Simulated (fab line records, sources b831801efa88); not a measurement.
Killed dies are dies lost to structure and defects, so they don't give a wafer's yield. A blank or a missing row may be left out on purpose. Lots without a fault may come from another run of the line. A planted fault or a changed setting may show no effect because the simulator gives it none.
Tool commonality check | flow gf180mcu | 14 lots, 51 wafers sampled

WHY IT WAS OPENED
At GF_V2_RS_MEAS_24 the reading V2_W_RS is flagged on 3 of 14 lots. Wafers without a fault read 0.326 ohm/sq, standard deviation 0.0033.
Rule: a lot is flagged when every wafer of it that has a number lies more than 4 standard deviations from that mean, or none has a number. The other lots count as sound.

lot  | measured     | on            | V2_W_RS (ohm/sq), wafer by wafer    | flag
L259 | day 21 00:05 | film_metro-01 | 0.322 0.328 0.322                   |
L262 | day 21 13:43 | film_metro-04 | 0.326 0.323 0.329                   |
L264 | day 22 16:21 | film_metro-04 | 0.333 0.332 0.326                   |
L266 | day 23 04:12 | film_metro-02 | 0.320 0.328 0.327                   |
L267 | day 23 06:49 | film_metro-02 | 0.328 0.326 0.329                   |
L268 | day 23 19:11 | film_metro-02 | 0.327 0.326 0.321                   |
L269 | day 24 13:10 | film_metro-04 | 0.574 0.581 0.566 0.573 0.580 0.566 | FLAGGED
L270 | day 24 19:30 | film_metro-04 | 0.575 0.583 0.569 0.575 0.584 0.569 | FLAGGED
L271 | day 24 22:46 | film_metro-04 | 0.579 0.568 0.572 0.580 0.566 0.573 | FLAGGED
L278 | day 27 02:38 | film_metro-04 | 0.328 0.328 0.324                   |
L279 | day 27 10:58 | film_metro-02 | 0.330 0.326 0.331                   |
L280 | day 27 15:59 | film_metro-01 | 0.330 0.328 0.327                   |
L281 | day 27 18:45 | film_metro-04 | 0.325 0.325 0.329                   |
L282 | day 28 02:30 | film_metro-04 | 0.323 0.327 0.324                   |
The numbers of the flagged lots are 0.574 ohm/sq on average: +0.248 ohm/sq against the usual, or +75 standard deviations.

WHICH TOOL RAN EACH LOT
The record holds 2 process steps before the reading, out of a route of 602 steps. In each cell: the tool, then ch and the chambers that the sampled wafers went through, then the start.
lot  | flag    | GF_V2_CMP_04                  | GF_V2_CVD_23
L259 |         | cmp-02 ch 1,2,3, day 19 22:11 | cvd_w-02 ch 0,1, day 20 23:58
L262 |         | cmp-02 ch 0,1,3, day 20 12:26 | cvd_w-01 ch 0,1, day 21 13:37
L264 |         | cmp-01 ch 1,2, day 21 15:38   | cvd_w-01 ch 0,1, day 22 16:14
L266 |         | cmp-01 ch 0,2, day 22 03:45   | cvd_w-01 ch 0,1, day 23 04:05
L267 |         | cmp-01 ch 1,2, day 22 07:08   | cvd_w-02 ch 0,1, day 23 06:41
L268 |         | cmp-02 ch 1,2, day 22 19:07   | cvd_w-02 ch 0,1, day 23 19:04
L269 | FLAGGED | cmp-01 ch 2,3, day 23 13:09   | cvd_w-02 ch 0,1, day 24 13:02
L270 | FLAGGED | cmp-01 ch 1,3, day 23 20:00   | cvd_w-02 ch 0,1, day 24 19:22
L271 | FLAGGED | cmp-01 ch 1,2,3, day 23 23:02 | cvd_w-02 ch 1, day 24 22:39
L278 |         | cmp-01 ch 2,3, day 26 05:01   | cvd_w-02 ch 0,1, day 27 02:30
L279 |         | cmp-02 ch 1,2,3, day 26 13:31 | cvd_w-01 ch 0,1, day 27 10:51
L280 |         | cmp-01 ch 0,1,2, day 26 18:25 | cvd_w-02 ch 0,1, day 27 15:53
L281 |         | cmp-01 ch 0,2, day 26 21:20   | cvd_w-02 ch 0,1, day 27 18:38
L282 |         | cmp-02 ch 0,2, day 27 05:29   | cvd_w-02 ch 0,1, day 28 02:23
What these steps do:
- GF_V2_CMP_04: polishes SiO2.
- GF_V2_CVD_23: deposits W, target thk 350 nm, time 104.94 s.
- GF_V2_RS_MEAS_24: measures by four-point-probe.

FLAGGED OVER TOTAL, TOOL BY TOOL (the gauges that took the reading come last)
step             | tool          | lots run | flagged | share of the flagged lots | sound lots run after its first flagged lot
GF_V2_CMP_04     | cmp-01        | 9        | 3       | all                       | 3 (L278,L280,L281)
GF_V2_CMP_04     | cmp-02        | 5        | 0       | none                      | -
GF_V2_CVD_23     | cvd_w-01      | 4        | 0       | none                      | -
GF_V2_CVD_23     | cvd_w-02      | 10       | 3       | all                       | 4 (L278,L280,L281,L282)
GF_V2_RS_MEAS_24 | film_metro-01 | 2        | 0       | none                      | -
GF_V2_RS_MEAS_24 | film_metro-02 | 4        | 0       | none                      | -
GF_V2_RS_MEAS_24 | film_metro-04 | 8        | 3       | all                       | 3 (L278,L281,L282)

WHAT THE TABLE ALLOWS
3 rows of the table ran every flagged lot: cmp-01 at GF_V2_CMP_04, cvd_w-02 at GF_V2_CVD_23, film_metro-04 at GF_V2_RS_MEAS_24.
- cmp-01 at GF_V2_CMP_04: 3 of its 9 lots flagged. Sound lots ran on it after the first flagged one (L278, L280, L281), which a lasting fault on the whole tool wouldn't allow.
- cvd_w-02 at GF_V2_CVD_23: 3 of its 10 lots flagged. Sound lots ran on it after the first flagged one (L278, L280, L281, L282), which a lasting fault on the whole tool wouldn't allow.
- film_metro-04 at GF_V2_RS_MEAS_24: 3 of its 8 lots flagged. Sound lots ran on it after the first flagged one (L278, L281, L282), which a lasting fault on the whole tool wouldn't allow.
No row of the table ran every flagged lot and no sound lot after the first.

WHAT THE SIMULATOR HAD PUT IN
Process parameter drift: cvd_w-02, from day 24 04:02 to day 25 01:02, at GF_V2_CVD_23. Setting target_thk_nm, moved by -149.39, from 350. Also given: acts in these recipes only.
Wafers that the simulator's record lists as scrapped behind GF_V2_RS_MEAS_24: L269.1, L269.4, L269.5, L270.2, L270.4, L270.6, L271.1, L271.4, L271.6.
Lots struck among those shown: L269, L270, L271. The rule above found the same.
